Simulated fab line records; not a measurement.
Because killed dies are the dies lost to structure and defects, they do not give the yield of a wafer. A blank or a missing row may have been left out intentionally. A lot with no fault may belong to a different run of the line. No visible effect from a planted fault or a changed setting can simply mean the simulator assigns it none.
Problem report, 8D (eight disciplines) form, completed by code + flow sky130 + the parts of the form that need people (team, actions taken, sign-off) are left out

1. THE PROBLEM
Mean of cd-nm at SKY_VT_ADJUST_NCORE_CD_MEAS_07: 394.9 nm across 3 wafers in 2 lots; on wafers with no fault it is 379.3 nm (standard deviation 1.9). That is +8.2 standard deviations from the usual mean.
The step: target cd 380 nm.
Seen first at day 13 12:16 on cd-sem-01, wafer L288.2. At this step, 39 wafers from 13 lots have a number in the record. By rule, "out" or "out of limits" means more than 4 standard deviations away from the usual mean. The other wafers with a number count as sound.

2. WHAT THIS IS AND IS NOT
| question                    | is                     | is not                                                                          |
|-----------------------------|------------------------|---------------------------------------------------------------------------------|
| which readings at this step | cd-nm                  | -                                                                               |
| which lots                  | L288, L289             | L271, L273, L275, L276, L278, L279, L280, L283, L285, L291, L294                |
| which wafers of those lots  | L288.2, L288.6, L289.6 | L288.3, L289.3, L289.4                                                          |
| read on which gauges        | cd-sem-01, cd-sem-02   | -                                                                               |
| when                        | from day 13 12:16      | up to then (28 sound wafers); but 8 sound wafers of L289, L291, L294 came after |

3. WHAT RULES OUT EACH SUSPECT
Counting: if a tool at a process step up to the reading ran every lot that is out, it stays a suspect. Sound lots after the first of them don't rule it out here, since some wafers of a struck lot are sound.
- the gauge at SKY_VT_ADJUST_NCORE_CD_MEAS_07 is ruled out. 2 gauges (cd-sem-01, cd-sem-02) read the wafers that are out.
- litho-track-01 at SKY_VT_ADJUST_NCORE_DEVELOP_06 (develop time 60 s): kept. It processed each lot that is out (first: L288, day 13 12:08); up to then, its last sound lot is L279 (day 10 18:14).
Left after counting: litho-track-01 at SKY_VT_ADJUST_NCORE_DEVELOP_06.

4. THE CAUSE (what the simulator had put in)
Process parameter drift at SKY_VT_ADJUST_NCORE_DEVELOP_06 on litho-track-01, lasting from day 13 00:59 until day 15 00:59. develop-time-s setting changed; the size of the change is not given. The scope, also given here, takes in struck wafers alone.
After counting, this tool was the only one left.

5. SEQUENCE OF EFFECTS, ordered by route
One row per reading whose mean, taken over the struck wafers that have a number, lies over 3 standard deviations from the usual. Readings are gone through only where the record gives a usual standard deviation; hours: the median, over the lots, of the time from a lot's start at the first step in this table giving one to that lot's start at this step; sigmas: the change measured in usual standard deviations.
| hours | step                           | reading | usual    | on struck wafers | change | sigmas |
|-------|--------------------------------|---------|----------|------------------|--------|--------|
| 0     | SKY_VT_ADJUST_NCORE_CD_MEAS_07 | cd-nm   | 379.3 nm | 394.9            | +15.6  | +8.2   |
Later steps that measure or inspect, where all struck wafers having a row at the step show a number for every such reading and not one has moved that far: SKY_VT_ADJUST_PCH_TW_MEAS_10.

6. WHAT WOULD HAVE CAUGHT IT SOONER
11 hours passed between the start of the fault at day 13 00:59 and the first reading out of limits at a measuring or inspecting step in this record, taken at day 13 12:16.
L289, from the lots that are out (2), started SKY_VT_ADJUST_NCORE_DEVELOP_06 on litho-track-01 later than day 13 12:16. A tool hold placed at that time would have kept it from harm.
